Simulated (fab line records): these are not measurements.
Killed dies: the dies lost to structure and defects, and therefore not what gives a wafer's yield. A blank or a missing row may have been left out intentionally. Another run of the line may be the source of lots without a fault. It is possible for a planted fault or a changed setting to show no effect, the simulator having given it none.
Comparing a struck lot with a sound one ; flow sky130 ; 15 steps out of a route of 708
Sound: wafers L504.3, L504.5, L504.6. Wafers L515.2, L515.4, L515.5 were the ones struck. The cause is named last.
For every step that has rows: the tool of each side, followed by ch and its chambers, followed by its first start. Under that, the readings that differ: sound wafers ; struck wafers ; difference of the means ; sigmas: that difference in standard deviations of wafers without a fault.
alike: words and numbers the same on both sides, and readings whose means are apart by under 2 such deviations; not compared: readings that were withheld, readings missing a value for some wafer, numbers with overlapping values and no deviation given by the record, and bounds like >300 which may hide the same value.
The two part at a step that has a row with sigmas, a row that says differs or no value, or rows on one side only. Numbers that don't overlap but have no deviation are shown without sigmas and don't part them. A reading that every wafer of one side lacks parts them only if that side has two wafers or more.

first, 7 steps without rows for these wafers: SKY_SONOS_ONO_DEHYDRATE_06 (time 60 s); SKY_SONOS_ONO_HMDS_07 (prime time 60 s); SKY_SONOS_ONO_COAT_08 (resist thk 1140 nm); SKY_SONOS_ONO_SOFTBAKE_09 (time 60 s); SKY_SONOS_ONO_EXPOSE_10 (exposes mask ONOM, target cd 410 nm); SKY_SONOS_ONO_PEB_11; SKY_SONOS_ONO_DEVELOP_12 (develop time 60 s).
SKY_SONOS_ONO_CD_MEAS_13: the cd target is 410 nm.
  sound: cdSem-02 at day 13 09:23; struck: cdSem-01 at day 16 18:40
  alike: cdNm
SKY_SONOS_ONO_OVL_MEAS_14:
  sound: overlay-02 at day 13 09:29; struck: overlay-02 at day 16 18:46
  alike: SONOS_ONO_OVL
SKY_SONOS_ONO_ETCH_15: etches the open film in CHF3/O2, target depth 19.52 nm, time 7.8 s.
  sound on rieDiel-02 ch 0,2,3, day 13 09:31; struck on rieDiel-04 ch 1,2, day 16 18:48
  alike: biasW, chamberPressureMTorr, drypumpMotorCurrentA, oesProductAu, throttleValvePct
  not compared: rfHoursCounterH
then, 1 step without rows for these wafers: SKY_SONOS_ONO_WET_ETCH_16 (etches SiO2 in dHF, target depth 14 nm, time 280 s).
SKY_SONOS_ONO_STRIP_17: strips in O2/N2.
  sound on plasmaAsher-01 ch 0,1, day 13 09:40; struck on plasmaAsher-01 ch 1, day 16 18:55
  alike: chamberPressureMTorr, drypumpMotorCurrentA, oesProductAu, stripTimeToEndpointS
  not compared: rfHoursCounterH
SKY_SONOS_ONO_WET_ETCH_18: etches Si3N4 in H3PO4, target depth 15 nm, time 172 s.
  sound on wetBench-01 ch 1, day 13 09:44; struck on wetBench-01 ch 0, day 16 19:01
reading;sound;struck;difference;sigmas
runLengthS (s);196 196 196;220 220 220;+24;+7
  alike: bathGuardTempC
then, 1 step without rows for these wafers: SKY_GATE_OXIDE_CLEAN_00 (cleans in SC1/SC2, time 150 s).
-- a jump in the record: the struck wafers' starts before and after are 33 days apart (it breaks off in module GATE_OXIDE and resumes in module PAD_OPEN, where the first step shown is number 708 of the route) --
SKY_PAD_OPEN_PROBE_99:
  sound: prober-02 at day 46 08:05; struck: prober-02 at day 49 12:16
  alike: killed_at_M0_to_M3, killed_at_M4_up, killedAtContacts, killedAtFrontEnd, killedAtOther, killedDies, killedOpen, killedShort

WHERE THEY PART
SKY_SONOS_ONO_WET_ETCH_18 only, going by this record. Later steps at which nothing parts them and some readings are alike: SKY_PAD_OPEN_PROBE_99.

WHY: what had been put in by the simulator
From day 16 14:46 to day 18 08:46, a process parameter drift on wetBench-01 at SKY_SONOS_ONO_WET_ETCH_18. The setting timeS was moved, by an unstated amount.
